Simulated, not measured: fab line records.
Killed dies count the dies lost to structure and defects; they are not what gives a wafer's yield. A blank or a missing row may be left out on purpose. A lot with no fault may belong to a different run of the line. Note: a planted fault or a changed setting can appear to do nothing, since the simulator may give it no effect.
fab line records | flow sky130 | part 1 of 2: steps 1 to 38 of 44
record: lots: 7 | wafers: 21 | last-day: 52
route steps=708 shown METAL4@629 VIA4@639 METAL5@661 PAD_OPEN@708
lots that met no fault: from a run of the same line without faults
start-h: the number of hours between the record's first day and the start of the first shown wafer of the lot | wait-h: hours from the lot's prior step to this one | " identical to the entry in the row above | L1.1+2: a row that stands for several wafers | - no value present, or no start provided | * or withheld: withheld | < > ~ a bound
route shown NAME@n: NAME is a module with steps in the file, n the number in the route of the first one | usual: average and standard deviation across the fault-free wafers | same: alike in all rows | chamber/n: place in a boat | sites: per-site readings | _std_site: their standard deviation | _edge_site: the outer-site mean with the inner-site mean subtracted | radius-mm: for every site, how far away it sits from the centre of the wafer | mask NAME#n: copy n | behind: the tool/chamber that last shaped the wafer | hold: why the lot went on hold/how many hours it stayed there/how the hold came to an end | device: which transistor (n, p or np) failed to switch | end of line: tests of these same wafers at the route's end | a step with no rows: only its recipe | killed: not the wafer's yield, but the dies lost to structure and defects at the first sort | map: shows each die of a wafer: x if killed, . if not, _ if none is there
set.NAME: the setting the step ran with; set.NAME@STEP: the setting that earlier step ran with | model.NAME: the simulator's own value behind a step, which no gauge read
lots at some steps of the route; a table a step, a row a wafer
services: a tool's chamber out of use, with start hour (start-h, from the record's first day; less than 0 if before it), hours out, and reason
== steps ==
step: SKY_METAL4_CD_MEAS_13
recipe: target-cd-nm: 300
usual: cd-nm: 300.0/1.4
lot.wafer | tool      | chamber | start-h | wait-h | cd-nm
L431.1    | cd-sem-02 | -       | 1039.97 | -      | 301.9
L431.3    | "         | -       | "       | "      | 300.4
L431.5    | "         | -       | "       | "      | 301.5
L434.1    | cd-sem-02 | -       | 1044.35 | -      | 300.8
L434.3    | "         | -       | "       | "      | 301.1
L434.5    | "         | -       | "       | "      | 299.6
L437.2    | cd-sem-01 | -       | 1044.72 | -      | 299.4
L437.4    | "         | -       | "       | "      | 299.0
L437.6    | "         | -       | "       | "      | 299.8
L440.1    | cd-sem-01 | -       | 1052.05 | -      | 299.4
L440.2    | "         | -       | "       | "      | 301.5
L440.4    | "         | -       | "       | "      | 299.8
L438.1    | cd-sem-01 | -       | 1052.17 | -      | 299.2
L438.4    | "         | -       | "       | "      | 300.5
L438.5    | "         | -       | "       | "      | 299.8
L441.1    | cd-sem-02 | -       | 1151.82 | -      | 299.3
L441.3    | "         | -       | "       | "      | 300.0
L441.6    | "         | -       | "       | "      | 297.0
L442.1    | cd-sem-02 | -       | 1161.37 | -      | 298.1
L442.2    | "         | -       | "       | "      | 298.1
L442.6    | "         | -       | "       | "      | 297.9
step: SKY_METAL4_OVL_MEAS_14
usual: METAL4_OVL: 1/5.1
lot.wafer | tool       | chamber | start-h | wait-h | METAL4_OVL[nm]
L431.1    | overlay-01 | -       | 1040.09 | 0.1    | -3
L431.3    | "          | -       | "       | "      | 2
L431.5    | "          | -       | "       | "      | -2
L434.1    | overlay-01 | -       | 1044.47 | 0.1    | 8
L434.3    | "          | -       | "       | "      | 10
L434.5    | "          | -       | "       | "      | 6
L437.2    | overlay-01 | -       | 1044.82 | 0.1    | 3
L437.4    | "          | -       | "       | "      | 9
L437.6    | "          | -       | "       | "      | 9
L440.1    | overlay-01 | -       | 1052.17 | 0.1    | -1
L440.2    | "          | -       | "       | "      | 6
L440.4    | "          | -       | "       | "      | 1
L438.1    | overlay-01 | -       | 1052.29 | 0.1    | 0
L438.4    | "          | -       | "       | "      | -10
L438.5    | "          | -       | "       | "      | 1
L441.1    | overlay-01 | -       | 1151.94 | 0.1    | -5
L441.3    | "          | -       | "       | "      | -14
L441.6    | "          | -       | "       | "      | -5
L442.1    | overlay-01 | -       | 1161.49 | 0.1    | 4
L442.2    | "          | -       | "       | "      | -1
L442.6    | "          | -       | "       | "      | 3
step: SKY_METAL4_DESCUM_15
recipe: chemistry: O2 | source-power-w: 150 | bias-power-w: 0 | pressure-mtorr: 10 | temp-c: 40 | time-s: 8
step: SKY_METAL4_ETCH_16
recipe: chemistry: N2/H2 | target: BARC | ion-energy-ev: 200 | bias-w: 100 | pressure-mtorr: 30 | n2-flow-sccm: 100 | h2-flow-sccm: 200 | icp-w: 500 | stop-on: SiO2 | time-s: 88.2 | target-depth-a: 600
usual: bias-w: 100.00/0.27 | drypump-motor-current-A: 5.6/0.32 | oes-product-au: 0.625/0.0044 | throttle-valve-pct: 13.204/0.009
lot.wafer | tool         | chamber | start-h | wait-h | bias-w | drypump-motor-current-A | oes-product-au | rf-hours-counter-h | throttle-valve-pct
L431.1    | rie-metal-03 | 0       | 1040.16 | 0.0    | 99.89  | 5.7                     | 0.618          | 16                 | 13.205
L431.3    | "            | 1       | "       | "      | 100.41 | 5.0                     | 0.630          | -                  | 13.201
L431.5    | "            | 0       | "       | "      | 99.88  | 5.7                     | 0.626          | -                  | 13.208
L434.1    | rie-metal-02 | 1       | 1044.53 | 0.0    | 100.03 | 5.5                     | 0.623          | 1                  | 13.211
L434.3    | "            | 0       | "       | "      | 99.70  | 5.9                     | 0.626          | -                  | 13.222
L434.5    | "            | 0       | "       | "      | 99.49  | 5.9                     | 0.626          | -                  | 13.209
L437.2    | rie-metal-03 | 1       | 1044.88 | 0.0    | 99.98  | 5.0                     | 0.622          | 24                 | 13.207
L437.4    | "            | 1       | "       | "      | 100.01 | 5.0                     | 0.624          | -                  | 13.208
L437.6    | "            | 0       | "       | "      | 100.60 | 5.7                     | 0.625          | -                  | 13.219
L440.1    | rie-metal-02 | 1       | 1052.23 | 0.0    | 99.95  | 5.5                     | 0.620          | 1                  | 13.204
L440.2    | "            | 0       | "       | "      | 99.74  | 5.9                     | 0.618          | 19                 | 13.189
L440.4    | "            | 1       | "       | "      | 99.99  | 5.5                     | 0.622          | -                  | 13.204
L438.1    | rie-metal-04 | 0       | 1052.36 | 0.0    | 99.95  | 5.9                     | 0.624          | 17                 | 13.200
L438.4    | "            | 0       | "       | "      | 100.01 | 5.9                     | 0.615          | -                  | 13.214
L438.5    | "            | 0       | "       | "      | 100.43 | 5.9                     | 0.620          | -                  | 13.197
L441.1    | rie-metal-03 | 1       | 1152.01 | 0.0    | 99.92  | 5.0                     | 0.622          | 6                  | 13.194
L441.3    | "            | 1       | "       | "      | 99.50  | 5.0                     | 0.623          | -                  | 13.208
L441.6    | "            | 1       | "       | "      | 99.97  | 5.0                     | 0.623          | -                  | 13.211
L442.1    | rie-metal-03 | 1       | 1161.59 | 0.1    | 99.61  | 5.0                     | 0.620          | 7                  | 13.211
L442.2    | "            | 1       | "       | "      | 100.31 | 5.0                     | 0.622          | -                  | 13.208
L442.6    | "            | 1       | "       | "      | 99.51  | 5.0                     | 0.623          | -                  | 13.201
step: SKY_METAL4_ETCH_17
recipe: target: SiO2 | stop-on: TiN | chemistry: C4F8/O2/Ar | source-w: 1500 | bias-w: 1200 | pressure-mtorr: 40 | c4f8-flow-sccm: withheld | O2_flow_sccm: 6 | Ar_flow_sccm: 300 | time-s: 3.9 | target-depth-a: 150
step: SKY_METAL4_METAL_ETCH_18
recipe: target-depth-a: 8450 | stop-on: SiO2 | over-etch-frac: 0.3 | time-s: 183.1 | chemistry: Cl2/BCl3 | resist-sidewall-deg: 88 | pressure-mtorr: 10 | icp-w: 900 | bias-w: 48.5 | Cl2_flow_sccm: 60 | bcl3-flow-sccm: 30
step: SKY_METAL4_STRIP_19
recipe: chemistry: O2/N2 | power-w: 1400 | pressure-mtorr: 1500 | platen-temp-c: withheld | o2-flow-sccm: 3000 | n2-flow-sccm: 300 | overash-fraction: 0.5
usual: drypump-motor-current-A: 5.48/0.28 | oes-product-au: 0.506/0.0065 | strip-time-to-endpoint-s: 6.60/0.12
lot.wafer | tool            | chamber | start-h | wait-h | drypump-motor-current-A | oes-product-au | rf-hours-counter-h | strip-time-to-endpoint-s
L431.1    | plasma-asher-03 | 0       | 1040.45 | 0.1    | 5.45                    | 0.499          | 115                | 6.35
L431.3    | "               | 1       | "       | "      | 5.15                    | 0.506          | -                  | 6.75
L431.5    | "               | 1       | "       | "      | 5.18                    | 0.504          | -                  | 6.70
L434.1    | plasma-asher-03 | 0       | 1044.83 | 0.1    | 5.43                    | 0.499          | 116                | 6.37
L434.3    | "               | 0       | "       | "      | 5.44                    | 0.505          | -                  | 6.64
L434.5    | "               | 1       | "       | "      | 5.15                    | 0.492          | -                  | 6.38
L437.2    | plasma-asher-01 | 0       | 1045.18 | 0.1    | 5.93                    | 0.495          | 61                 | 6.52
L437.4    | "               | 0       | "       | "      | 5.93                    | 0.506          | -                  | 6.63
L437.6    | "               | 1       | "       | "      | 5.79                    | 0.509          | -                  | 6.58
L440.1    | plasma-asher-01 | 0       | 1052.53 | 0.1    | 5.93                    | 0.497          | 62                 | 6.48
L440.2    | "               | 1       | "       | "      | 5.78                    | 0.514          | 62                 | 6.79
L440.4    | "               | 1       | "       | "      | 5.75                    | 0.498          | -                  | 6.47
L438.1    | plasma-asher-03 | 1       | 1052.66 | 0.1    | 5.16                    | 0.503          | 116                | 6.72
L438.4    | "               | 1       | "       | "      | 5.14                    | 0.509          | -                  | 6.64
L438.5    | "               | 0       | "       | "      | 5.46                    | 0.506          | -                  | 6.66
L441.1    | plasma-asher-02 | 0       | 1152.30 | 0.1    | 5.82                    | 0.507          | 35                 | 6.57
L441.3    | "               | 1       | "       | "      | 5.76                    | 0.509          | -                  | 6.57
L441.6    | "               | 0       | "       | "      | 5.80                    | 0.504          | -                  | 6.56
L442.1    | plasma-asher-03 | 0       | 1161.99 | 0.1    | 5.47                    | 0.511          | 9                  | 6.74
L442.2    | "               | 1       | "       | "      | 5.14                    | 0.496          | 9                  | 6.49
L442.6    | "               | 0       | "       | "      | 5.45                    | 0.513          | -                  | 6.80
step: SKY_METAL4_STRIP_20
recipe: chemistry: post-etch-residue-remover | time-s: 1200 | temp-c: 72.5
step: SKY_METAL4_CLEAN_21
recipe: chemistry: IPA | time-s: 180 | temp-c: 25
step: SKY_METAL4_CLEAN_22
recipe: chemistry: O3/DIW | dry: n2-spin
step: SKY_VIA4_HDPCVD_00
recipe: material: SiO2 | target-thk-nm: 1750 | sigma-open-frac: 0.3 | time-s: 291.7 | temp-c: 400 | sih4-flow-sccm: 60 | pressure-mtorr: 6
step: SKY_VIA4_THK_MEAS_01
recipe: reads: SiO2_of_VIA4_HDPCVD_00
usual: VIA4_HDPCVD_THK: 1751/20
lot.wafer | tool          | chamber | start-h | wait-h | VIA4_HDPCVD_THK[nm]
L431.1    | film-metro-01 | -       | 1041.30 | 0.1    | 1752
L431.3    | "             | -       | "       | "      | 1765
L431.5    | "             | -       | "       | "      | 1754
L434.1    | film-metro-01 | -       | 1045.95 | 0.1    | 1744
L434.3    | "             | -       | "       | "      | 1720
L434.5    | "             | -       | "       | "      | 1746
L437.2    | film-metro-02 | -       | 1046.03 | 0.1    | 1772
L437.4    | "             | -       | "       | "      | 1775
L437.6    | "             | -       | "       | "      | 1766
L440.1    | film-metro-04 | -       | 1053.30 | 0.1    | 1739
L440.2    | "             | -       | "       | "      | 1743
L440.4    | "             | -       | "       | "      | 1745
L438.1    | film-metro-02 | -       | 1053.53 | 0.1    | 1732
L438.4    | "             | -       | "       | "      | 1720
L438.5    | "             | -       | "       | "      | 1717
L441.1    | film-metro-02 | -       | 1153.07 | 0.1    | 1792
L441.3    | "             | -       | "       | "      | 1735
L441.6    | "             | -       | "       | "      | 1781
L442.1    | film-metro-01 | -       | 1162.80 | 0.1    | 1779
L442.2    | "             | -       | "       | "      | 1731
L442.6    | "             | -       | "       | "      | 1758
step: SKY_VIA4_CMP_02
recipe: material: SiO2 | down-force-psi: 4 | platen-rpm: 60 | pad-velocity-m-s: 0.94248
usual: motor-current-A: 12.4/0.98
lot.wafer | tool   | chamber | start-h | wait-h | motor-current-A | model.SiO2_of_VIA4_HDPCVD_00.thk-nm
L431.3    | cmp-02 | 3       | 1041.46 | 0.1    | 12.5            | 580
L431.1    | "      | 0       | "       | "      | 11.0            | 580.9
L431.5    | "      | 2       | "       | "      | 13.5            | 579.5
L434.3    | cmp-02 | 1       | 1046.11 | 0.1    | 12.3            | 583.9
L434.1    | "      | 2       | "       | "      | 13.6            | 581.2
L434.5    | "      | 3       | "       | "      | 13.0            | 580
L437.4    | cmp-01 | 3       | 1046.29 | 0.2    | 12.1            | 636.5
L437.2    | "      | 0       | "       | "      | 13.4            | 579.7
L437.6    | "      | 0       | "       | "      | 13.2            | 638
L440.2    | cmp-01 | 0       | 1053.36 | 0.0    | 13.6            | 582.3
L440.4    | "      | 1       | "       | "      | 11.3            | 638.4
L440.1    | "      | 3       | "       | "      | 12.0            | 580.6
L438.4    | cmp-01 | 1       | 1053.66 | 0.1    | 11.5            | 637.9
L438.1    | "      | 3       | "       | "      | 12.1            | 580.5
L438.5    | "      | 1       | "       | "      | 10.7            | 578.9
L441.3    | cmp-01 | 0       | 1153.13 | 0.0    | 13.2            | 580.4
L441.1    | "      | 1       | "       | "      | 11.5            | 577.9
L441.6    | "      | 0       | "       | "      | 13.4            | 579.2
L442.1    | cmp-02 | 1       | 1162.91 | 0.1    | 12.4            | 584.1
L442.2    | "      | 3       | "       | "      | 11.8            | 580.5
L442.6    | "      | 0       | "       | "      | 11.1            | 582.5
step: SKY_VIA4_BOW_MEAS_03
recipe: mode: bow
usual: VIA4_BOW: 80/7.9
lot.wafer | tool          | chamber | start-h | wait-h | VIA4_BOW[um]
L431.1    | film-metro-01 | -       | 1041.66 | 0.1    | 87
L431.3    | "             | -       | "       | "      | 88
L431.5    | "             | -       | "       | "      | 86
L434.1    | film-metro-04 | -       | 1046.31 | 0.1    | 73
L434.3    | "             | -       | "       | "      | 82
L434.5    | "             | -       | "       | "      | 67
L437.2    | film-metro-02 | -       | 1046.61 | 0.2    | 87
L437.4    | "             | -       | "       | "      | 95
L437.6    | "             | -       | "       | "      | 86
L440.1    | film-metro-02 | -       | 1053.66 | 0.1    | 97
L440.2    | "             | -       | "       | "      | 67
L440.4    | "             | -       | "       | "      | 86
L438.1    | film-metro-02 | -       | 1053.96 | 0.1    | 71
L438.4    | "             | -       | "       | "      | 79
L438.5    | "             | -       | "       | "      | 74
L441.1    | film-metro-02 | -       | 1153.43 | 0.2    | 86
L441.3    | "             | -       | "       | "      | 93
L441.6    | "             | -       | "       | "      | 91
L442.1    | film-metro-04 | -       | 1163.16 | 0.2    | 76
L442.2    | "             | -       | "       | "      | 82
L442.6    | "             | -       | "       | "      | 73
step: SKY_VIA4_DEHYDRATE_04
recipe: temp-c: 200 | time-s: 60
step: SKY_VIA4_HMDS_05
recipe: prime-time-s: 60 | prime-temp-c: 120
step: SKY_VIA4_COAT_06
recipe: resist: NOVOLAK | spin-rpm: 3000 | resist-thk-nm: 1140
step: SKY_VIA4_SOFTBAKE_07
recipe: temp-c: 90 | time-s: 60 | resist: NOVOLAK
step: SKY_VIA4_EXPOSE_08
recipe: mask-id: VIM4 | na: 0.6 | source-shape: conventional | sigma-outer: 0.6 | polarization: unpolarized | target-cd-nm: 800 | dose-mj: 132
step: SKY_VIA4_PEB_09
recipe: temp-c: withheld | time-s: * | resist: NOVOLAK
step: SKY_VIA4_DEVELOP_10
recipe: resist: NOVOLAK | developer: TMAH | develop-time-s: 60 | dev-temp-c: 23
step: SKY_VIA4_OVL_MEAS_11
usual: VIA4_OVL: 0.0/1.4
lot.wafer | tool       | chamber | start-h | wait-h | VIA4_OVL[nm]
L431.1    | overlay-02 | -       | 1064.95 | 0.1    | 2.9
L431.3    | "          | -       | "       | "      | 0.5
L431.5    | "          | -       | "       | "      | 0.1
L434.1    | overlay-01 | -       | 1069.75 | 0.1    | -1.8
L434.3    | "          | -       | "       | "      | -1.9
L434.5    | "          | -       | "       | "      | -3.3
L437.2    | overlay-02 | -       | 1070.05 | 0.1    | -0.2
L437.4    | "          | -       | "       | "      | 0.4
L437.6    | "          | -       | "       | "      | -0.6
L440.1    | overlay-02 | -       | 1075.40 | 0.1    | 3.8
L440.2    | "          | -       | "       | "      | 1.9
L440.4    | "          | -       | "       | "      | 1.8
L438.1    | overlay-01 | -       | 1076.20 | 0.1    | 1.9
L438.4    | "          | -       | "       | "      | 2.0
L438.5    | "          | -       | "       | "      | 0.7
L441.1    | overlay-01 | -       | 1171.75 | 0.1    | -0.4
L441.3    | "          | -       | "       | "      | -0.4
L441.6    | "          | -       | "       | "      | 0.0
L442.1    | overlay-02 | -       | 1180.57 | 0.1    | -0.8
L442.2    | "          | -       | "       | "      | -1.2
L442.6    | "          | -       | "       | "      | -1.9
step: SKY_VIA4_ETCH_12
recipe: target: SiO2 | chemistry: C4F8/O2/Ar | stop-on: TiN | mask-material: NOVOLAK | source-w: 1500 | bias-w: 1200 | pressure-mtorr: 40 | c4f8-flow-sccm: withheld | O2_flow_sccm: 6 | Ar_flow_sccm: 300 | time-s: withheld | target-depth-a: 5800
usual: bias-w: 1200/3.9 | oes-product-au: 0.926/0.0048
lot.wafer | tool        | chamber | start-h | wait-h | bias-w | oes-product-au | model.etch.depth-nm | model.VIA4.feature-depth-nm
L431.1    | rie-diel-02 | 2       | 1064.98 | 0.0    | 1201   | 0.927          | 580.9               | 580.9
L431.3    | "           | 3       | "       | "      | 1203   | 0.932          | 580                 | 580
L431.5    | "           | 0       | "       | "      | 1202   | 0.923          | 579.5               | 579.5
L434.1    | rie-diel-01 | 3       | 1069.78 | 0.0    | 1200   | 0.929          | 581.2               | 581.2
L434.3    | "           | 2       | "       | "      | 1199   | 0.925          | 583.9               | 583.9
L434.5    | "           | 0       | "       | "      | 1202   | 0.928          | 580                 | 580
L437.2    | rie-diel-03 | 0       | 1070.08 | 0.0    | 1200   | 0.921          | 579.7               | 579.7
L437.4    | "           | 0       | "       | "      | 1202   | 0.967          | 636.5               | 636.5
L437.6    | "           | 1       | "       | "      | 1206   | 0.976          | 638                 | 638
L440.1    | rie-diel-02 | 2       | 1075.43 | 0.0    | 1201   | 0.929          | 580.6               | 580.6
L440.2    | "           | 3       | "       | "      | 1205   | 0.922          | 582.3               | 582.3
L440.4    | "           | 0       | "       | "      | 1199   | 0.979          | 638.4               | 638.4
L438.1    | rie-diel-01 | 1       | 1076.23 | 0.0    | 1200   | 0.928          | 580.5               | 580.5
L438.4    | "           | 3       | "       | "      | 1197   | 0.966          | 637.9               | 637.9
L438.5    | "           | 3       | "       | "      | 1200   | 0.917          | 578.9               | 578.9
L441.1    | rie-diel-01 | 3       | 1171.78 | 0.0    | 1196   | 0.923          | 577.9               | 577.9
L441.3    | "           | 2       | "       | "      | 1201   | 0.925          | 580.4               | 580.4
L441.6    | "           | 0       | "       | "      | 1199   | 0.917          | 579.2               | 579.2
L442.1    | rie-diel-01 | 1       | 1180.61 | 0.0    | 1203   | 0.926          | 584.1               | 584.1
L442.2    | "           | 2       | "       | "      | 1199   | 0.927          | 580.5               | 580.5
L442.6    | "           | 2       | "       | "      | 1198   | 0.925          | 582.5               | 582.5
step: SKY_VIA4_STRIP_13
recipe: chemistry: O2/N2 | power-w: 1400 | pressure-mtorr: 1500 | platen-temp-c: withheld | o2-flow-sccm: 3000 | n2-flow-sccm: 300 | overash-fraction: 0.5
step: SKY_VIA4_STRIP_14
recipe: chemistry: post-etch-residue-remover | time-s: 1200 | temp-c: 72.5
step: SKY_VIA4_CLEAN_15
recipe: chemistry: IPA | time-s: 180 | temp-c: 25
step: SKY_VIA4_CLEAN_16
recipe: chemistry: O3/DIW | dry: n2-spin
step: SKY_VIA4_SPUTTER_17
recipe: material: TiN | target-thk-nm: 20 | chamber-pressure-pa: 5 | power-w: 4000 | time-s: 80
step: SKY_VIA4_CVD_18
recipe: material: W | target-thk-nm: 505 | time-s: 152.14 | temp-c: 400 | pressure-torr: 40
step: SKY_VIA4_RS_MEAS_19
recipe: thk-meas-gauge: four-point-probe | reads: W_of_VIA4_CVD_18+TiN_of_VIA4_SPUTTER_17
usual: VIA4_W_RS: 0.227/0.0031
lot.wafer | tool          | chamber | start-h | wait-h | VIA4_W_RS[ohm/sq]
L431.1    | film-metro-01 | -       | 1065.86 | 0.1    | 0.227
L431.3    | "             | -       | "       | "      | 0.223
L431.5    | "             | -       | "       | "      | 0.225
L434.1    | film-metro-01 | -       | 1070.66 | 0.1    | 0.223
L434.3    | "             | -       | "       | "      | 0.222
L434.5    | "             | -       | "       | "      | 0.222
L437.2    | film-metro-02 | -       | 1071.01 | 0.1    | 0.230
L437.4    | "             | -       | "       | "      | 0.229
L437.6    | "             | -       | "       | "      | 0.230
L440.1    | film-metro-04 | -       | 1076.35 | 0.1    | 0.226
L440.2    | "             | -       | "       | "      | 0.220
L440.4    | "             | -       | "       | "      | 0.229
L438.1    | film-metro-01 | -       | 1077.15 | 0.1    | 0.233
L438.4    | "             | -       | "       | "      | 0.229
L438.5    | "             | -       | "       | "      | 0.228
L441.1    | film-metro-04 | -       | 1172.71 | 0.1    | 0.225
L441.3    | "             | -       | "       | "      | 0.227
L441.6    | "             | -       | "       | "      | 0.226
L442.1    | film-metro-02 | -       | 1181.48 | 0.1    | 0.223
L442.2    | "             | -       | "       | "      | 0.227
L442.6    | "             | -       | "       | "      | 0.223
step: SKY_VIA4_THK_MEAS_20
recipe: thk-meas-gauge: xrf | reads: W_of_VIA4_CVD_18
usual: VIA4_W_THK: 491/7.2
lot.wafer | tool          | chamber | start-h | wait-h | VIA4_W_THK[nm]
L431.1    | film-metro-01 | -       | 1065.98 | 0.1    | 492
L431.3    | "             | -       | "       | "      | 500
L431.5    | "             | -       | "       | "      | 497
L434.1    | film-metro-01 | -       | 1070.78 | 0.1    | 500
L434.3    | "             | -       | "       | "      | 501
L434.5    | "             | -       | "       | "      | 501
L437.2    | film-metro-02 | -       | 1071.12 | 0.1    | 483
L437.4    | "             | -       | "       | "      | 485
L437.6    | "             | -       | "       | "      | 482
L440.1    | film-metro-04 | -       | 1076.47 | 0.1    | 494
L440.2    | "             | -       | "       | "      | 509
L440.4    | "             | -       | "       | "      | 488
L438.1    | film-metro-01 | -       | 1077.27 | 0.1    | 475
L438.4    | "             | -       | "       | "      | 488
L438.5    | "             | -       | "       | "      | 490
L441.1    | film-metro-04 | -       | 1172.83 | 0.1    | 497
L441.3    | "             | -       | "       | "      | 490
L441.6    | "             | -       | "       | "      | 495
L442.1    | film-metro-02 | -       | 1181.60 | 0.1    | 501
L442.2    | "             | -       | "       | "      | 488
L442.6    | "             | -       | "       | "      | 499
step: SKY_VIA4_CMP_21
recipe: stop-on: SiO2 | t-overpolish-s: 25 | down-force-psi: 3.5 | platen-rpm: 60 | target-thk-nm: 0 | pad-velocity-m-s: 0.94248
step: SKY_METAL5_SPUTTER_00
recipe: material: Ti | target-thk-nm: 15 | power-w: 3000 | time-s: 10 | chamber-pressure-pa: 0.4
usual: throttle-valve-pct: 29.8/1.2
lot.wafer | tool           | chamber | start-h | wait-h | throttle-valve-pct
L431.1    | pvd-sputter-02 | -       | 1066.34 | 0.2    | 30.2
L431.3    | "              | -       | "       | "      | 28.5
L431.5    | "              | -       | "       | "      | 28.3
L434.1    | pvd-sputter-01 | -       | 1071.14 | 0.2    | 29.0
L434.3    | "              | -       | "       | "      | 29.4
L434.5    | "              | -       | "       | "      | 29.3
L437.2    | pvd-sputter-04 | -       | 1071.47 | 0.1    | 32.7
L437.4    | "              | -       | "       | "      | 29.7
L437.6    | "              | -       | "       | "      | 29.0
L440.1    | pvd-sputter-04 | -       | 1076.83 | 0.1    | 29.6
L440.2    | "              | -       | "       | "      | 28.9
L440.4    | "              | -       | "       | "      | 32.6
L438.1    | pvd-sputter-01 | -       | 1077.63 | 0.1    | 30.0
L438.4    | "              | -       | "       | "      | 28.8
L438.5    | "              | -       | "       | "      | 29.6
L441.1    | pvd-sputter-04 | -       | 1173.19 | 0.1    | 29.3
L441.3    | "              | -       | "       | "      | 29.5
L441.6    | "              | -       | "       | "      | 29.1
L442.1    | pvd-sputter-01 | -       | 1181.96 | 0.2    | 29.9
L442.2    | "              | -       | "       | "      | 28.9
L442.6    | "              | -       | "       | "      | 28.1
step: SKY_METAL5_SPUTTER_01
recipe: material: TiN | target-thk-nm: 20 | power-w: 6500 | time-s: 16.7 | chamber-pressure-pa: 0.4
usual: throttle-valve-pct: 29.8/1.2
lot.wafer | tool           | chamber | start-h | wait-h | throttle-valve-pct
L431.1    | pvd-sputter-02 | -       | 1066.36 | 0.0    | 30.4
L431.3    | "              | -       | "       | "      | 28.6
L431.5    | "              | -       | "       | "      | 28.5
L434.1    | pvd-sputter-01 | -       | 1071.16 | 0.0    | 29.0
L434.3    | "              | -       | "       | "      | 29.2
L434.5    | "              | -       | "       | "      | 29.3
L437.2    | pvd-sputter-04 | -       | 1071.49 | 0.0    | 32.8
L437.4    | "              | -       | "       | "      | 29.5
L437.6    | "              | -       | "       | "      | 29.4
L440.1    | pvd-sputter-04 | -       | 1076.85 | 0.0    | 29.7
L440.2    | "              | -       | "       | "      | 29.1
L440.4    | "              | -       | "       | "      | 32.7
L438.1    | pvd-sputter-01 | -       | 1077.65 | 0.0    | 29.9
L438.4    | "              | -       | "       | "      | 28.8
L438.5    | "              | -       | "       | "      | 29.8
L441.1    | pvd-sputter-04 | -       | 1173.21 | 0.0    | 29.0
L441.3    | "              | -       | "       | "      | 29.8
L441.6    | "              | -       | "       | "      | 29.4
L442.1    | pvd-sputter-01 | -       | 1181.99 | 0.0    | 29.8
L442.2    | "              | -       | "       | "      | 29.1
L442.6    | "              | -       | "       | "      | 27.9
step: SKY_METAL5_SPUTTER_02
recipe: material: AlCu | target-thk-nm: 1150 | power-w: 10600 | time-s: 61.2 | chamber-pressure-pa: 0.4
usual: throttle-valve-pct: 29.8/1.2
lot.wafer | tool           | chamber | start-h | wait-h | throttle-valve-pct
L431.1    | pvd-sputter-02 | -       | 1066.39 | 0.0    | 30.0
L431.3    | "              | -       | "       | "      | 28.5
L431.5    | "              | -       | "       | "      | 28.6
L434.1    | pvd-sputter-01 | -       | 1071.19 | 0.0    | 28.8
L434.3    | "              | -       | "       | "      | 29.4
L434.5    | "              | -       | "       | "      | 29.1
L437.2    | pvd-sputter-04 | -       | 1071.52 | 0.0    | 32.7
L437.4    | "              | -       | "       | "      | 29.6
L437.6    | "              | -       | "       | "      | 29.1
L440.1    | pvd-sputter-04 | -       | 1076.87 | 0.0    | 29.6
L440.2    | "              | -       | "       | "      | 29.3
L440.4    | "              | -       | "       | "      | 32.9
L438.1    | pvd-sputter-01 | -       | 1077.68 | 0.0    | 29.9
L438.4    | "              | -       | "       | "      | 29.0
L438.5    | "              | -       | "       | "      | 30.1
L441.1    | pvd-sputter-04 | -       | 1173.23 | 0.0    | 29.3
L441.3    | "              | -       | "       | "      | 29.6
L441.6    | "              | -       | "       | "      | 29.2
L442.1    | pvd-sputter-01 | -       | 1182.01 | 0.0    | 29.7
L442.2    | "              | -       | "       | "      | 29.2
L442.6    | "              | -       | "       | "      | 28.2
step: SKY_METAL5_SPUTTER_03
recipe: material: Ti | target-thk-nm: 5 | power-w: 3000 | time-s: 3.3 | chamber-pressure-pa: 0.4
step: SKY_METAL5_SPUTTER_04
recipe: material: TiN | target-thk-nm: 70 | power-w: 6500 | time-s: 58.3 | chamber-pressure-pa: 0.4
step: SKY_METAL5_RS_MEAS_05
recipe: thk-meas-gauge: four-point-probe | reads: TiN_of_METAL5_SPUTTER_04+Ti_of_METAL5_SPUTTER_03+AlCu_of_METAL5_SPUTTER_02+TiN_of_METAL5_SPUTTER_01+Ti_of_METAL5_SPUTTER_00
usual: METAL5_ALCU_RS: 0.0271/0.00041
lot.wafer | tool          | chamber | start-h | wait-h | METAL5_ALCU_RS[ohm/sq]
L431.1    | film-metro-03 | -       | 1066.51 | 0.0    | 0.0264
L431.3    | "             | -       | "       | "      | 0.0268
L431.5    | "             | -       | "       | "      | 0.0267
L434.1    | film-metro-01 | -       | 1071.31 | 0.0    | 0.0274
L434.3    | "             | -       | "       | "      | 0.0273
L434.5    | "             | -       | "       | "      | 0.0273
L437.2    | film-metro-03 | -       | 1071.66 | 0.0    | 0.0273
L437.4    | "             | -       | "       | "      | 0.0276
L437.6    | "             | -       | "       | "      | 0.0272
L440.1    | film-metro-02 | -       | 1076.99 | 0.0    | 0.0280
L440.2    | "             | -       | "       | "      | 0.0275
L440.4    | "             | -       | "       | "      | 0.0276
L438.1    | film-metro-01 | -       | 1077.80 | 0.0    | 0.0275
L438.4    | "             | -       | "       | "      | 0.0274
L438.5    | "             | -       | "       | "      | 0.0274
L441.1    | film-metro-02 | -       | 1173.35 | 0.0    | 0.0274
L441.3    | "             | -       | "       | "      | 0.0276
L441.6    | "             | -       | "       | "      | 0.0273
L442.1    | film-metro-01 | -       | 1182.13 | 0.0    | 0.0272
L442.2    | "             | -       | "       | "      | 0.0272
L442.6    | "             | -       | "       | "      | 0.0271
== key ==
first-sign: step: SKY_VIA4_ETCH_12 | reading: oes-product-au | direction: up | sigmas: 9.6 | usual: 0.926 | struck: 0.972
effect none on later readings
model-effect: step: SKY_VIA4_CMP_02 | value: SiO2_of_VIA4_HDPCVD_00.thk-nm | without: 579.7 | struck: 637.7
model-effect: step: SKY_VIA4_ETCH_12 | value: etch.depth-nm | without: 579.7 | struck: 637.7
model-effect: step: SKY_METAL5_METAL_ETCH_15 | value: SiO2_of_VIA4_HDPCVD_00.thk-nm | without: 549.2 | struck: 607.2
model-effect: step: SKY_PAD_OPEN_PROBE_99 | value: etest.via4-chain.rc-ohm | without: 0.8014 | struck: 1.102
met-at SKY_VIA4_CMP_02
struck-wafers L437.4,L437.6,L438.4,L440.4
sort-left-out L437.4,L437.6,L438.4,L440.4
fault: kind: process-parameter-drift | tool: cmp-01 | chamber: - | onset-h: 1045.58 | steps: SKY_VIA4_CMP_02 | channel: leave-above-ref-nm | offset: 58 | shape: step | end-h: 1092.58 | scope: struck-wafers-only | acts-in: these-recipes-only | stated: 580
sort-left-out: the simulated sort isn't trusted on such a fault, so these wafers' sort isn't shown, and their yield isn't known
